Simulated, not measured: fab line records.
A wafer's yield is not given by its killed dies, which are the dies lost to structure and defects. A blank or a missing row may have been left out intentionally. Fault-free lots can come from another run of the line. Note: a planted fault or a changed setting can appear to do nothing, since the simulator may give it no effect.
What tool caused it? :: flow gf180mcu :: 21 wafers from 7 lots sampled at 2 of the route's 602 steps

## WHAT EACH GAUGE READ, for each wafer
GF_HV_LDD_TW_MEAS_23.
lot: L438
measured: day 11 04:13
on: film metro-04
HV_LDD_2_TW: 1050 1056 1042

lot: L442
measured: day 12 04:02
on: film metro-04
HV_LDD_2_TW: 1055 1057 1053

lot: L445
measured: day 13 01:30
on: film metro-03
HV_LDD_2_TW: 1074 1067 1073

lot: L447
measured: day 13 16:08
on: film metro-04
HV_LDD_2_TW: 1057 1053 1055

lot: L455
measured: day 16 12:44
on: film metro-03
HV_LDD_2_TW: 30 30 30

lot: L457
measured: day 17 10:32
on: film metro-01
HV_LDD_2_TW: 1041 1046 1046

lot: L458
measured: day 18 02:23
on: film metro-03
HV_LDD_2_TW: 1064 1076 1073

## WHICH TOOL RAN EACH LOT (tool, then ch and the chambers of the sampled wafers, then the start)
lot: L438
GF_HV_LDD_IMPLANT_21: implanter-01 ch 0, day 11 03:59

lot: L442
GF_HV_LDD_IMPLANT_21: implanter-03 ch 0, day 12 03:49

lot: L445
GF_HV_LDD_IMPLANT_21: implanter-03 ch 0, day 13 01:17

lot: L447
GF_HV_LDD_IMPLANT_21: implanter-01 ch 0, day 13 15:56

lot: L455
GF_HV_LDD_IMPLANT_21: implanter-03, day 16 12:32

lot: L457
GF_HV_LDD_IMPLANT_21: implanter-03 ch 0, day 17 10:17

lot: L458
GF_HV_LDD_IMPLANT_21: implanter-02 ch 0, day 18 02:08
- GF_HV_LDD_IMPLANT_21

## THE ANSWER, worked out from the rows above alone
Rule: the usual values come from the lots themselves. Put in order of their means at a reading, lots are off if they are a third of the lots or fewer, leave a main group of 4 or more, and stand apart from it by a gap of 3 or more times the standard deviation of the main group's means; of several such gaps the widest counts. A main group whose means are all the same, to the digits that the tables above print for the reading, isn't used. Also off: a lot with no number at a reading for which 4 or more lots have one. All remaining lots with rows at the step are treated as sound.
Off: L455, seen at GF_HV_LDD_TW_MEAS_23 (HV_LDD_2_TW). Main group: mean 1058, sd 10.
If a tool, at a process step before that reading, ran all the lots that are off and no sound lot after the first of them, it fits. Those tools and the gauges at GF_HV_LDD_TW_MEAS_23 are tried in the same way. No candidate that was tried fits.

## WHAT THE SIMULATOR HAD INSERTED
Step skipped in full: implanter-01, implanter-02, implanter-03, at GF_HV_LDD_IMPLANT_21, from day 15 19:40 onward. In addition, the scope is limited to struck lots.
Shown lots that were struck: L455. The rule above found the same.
